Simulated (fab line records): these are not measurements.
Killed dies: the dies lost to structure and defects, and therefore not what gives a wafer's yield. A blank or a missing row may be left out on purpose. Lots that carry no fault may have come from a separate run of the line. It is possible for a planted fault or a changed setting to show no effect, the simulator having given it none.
Problem report, 8D (eight disciplines) form, completed by code / flow gf180mcu / the parts of the form that need people (team, actions taken, sign-off) are left out

## 1. WHAT IS WRONG
Across 2 wafers from 2 lots, V5_CVD_02_THK at GF_V5_THK_MEAS_03 averages 1046 nm, while fault-free wafers read 1450 nm with a standard deviation of 26. Relative to the usual mean, that is a shift of -16 standard deviations.
Earliest sighting: wafer L312.4 on film-metro-03 at day 30 15:25. The record has a number at this step for 38 wafers belonging to 13 lots. Rule for "out", or "out of limits": more than 4 standard deviations from the usual mean. The other wafers with a number count as sound.

## 2. WHAT IT IS; WHAT IT IS NOT
question=which readings at this step | is=V5_CVD_02_THK | is not=-
question=which lots | is=L312, L313 | is not=L300, L301, L302, L303, L305, L307, L310, L318, L321, L322, L323
question=which wafers of those lots | is=L312.4, L313.1 | is not=L312.2, L313.2, L313.5
question=read on which gauges | is=film-metro-01, film-metro-03 | is not=film-metro-04
question=when | is=from day 30 15:25 | is not=up to then (22 sound wafers); but 14 sound wafers of L313, L318, L321, L322, L323 came after

## 3. THE SUSPECTS, EACH WITH WHAT RULES IT OUT
Counting: a tool at a process step up to the reading stays a suspect if it ran every lot that is out. Sound lots after the first of them don't rule it out here, since some wafers of a struck lot are sound.
- the gauge at GF_V5_THK_MEAS_03 is ruled out. The wafers that are out were read on 2 gauges (film-metro-01, film-metro-03).
- pecvd-01 at GF_V5_CVD_02 (deposits SiO2 from TEOS, target thk 1450 nm, time 163.28 s): kept. Ran every lot that is out, first one L312 (day 30 15:18); last sound lot up to then L310 (day 29 16:47).
The count leaves pecvd-01 at GF_V5_CVD_02.

## 4. THE CAUSE (what the simulator had put in)
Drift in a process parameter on pecvd-01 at GF_V5_CVD_02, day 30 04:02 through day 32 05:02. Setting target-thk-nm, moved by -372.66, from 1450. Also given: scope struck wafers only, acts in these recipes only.
The count eliminated every tool but this one.

## 5. THE CHAIN OF EFFECTS, in route order
Rows list readings where the struck wafers' mean (over those with a number) sits beyond 3 standard deviations from the usual. Scope: only readings with a usual standard deviation given in the record; hours: median across lots of the time from each lot's start at the first step in this table that gives one to its start at this step; sigmas: change in usual standard deviations.
hours=0; step=GF_V5_THK_MEAS_03; reading=V5_CVD_02_THK; usual=1450 nm; on struck wafers=1046; change=-404; sigmas=-16

## 6. WHAT WOULD HAVE CAUGHT IT SOONER
Counted from the fault's start at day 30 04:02, it took 11 hours until the first out-of-limits reading at a measuring or inspecting step in this record, taken at day 30 15:25.
Tool readings at GF_V5_CVD_02 with a usual standard deviation given in the record: none out on any struck wafer, hence no alarm at a limit of 4 standard deviations on them.
Among the 2 lots that are out, L313 began GF_V5_CVD_02 on pecvd-01 after day 30 15:25. Holding the tool at that time would have saved it.
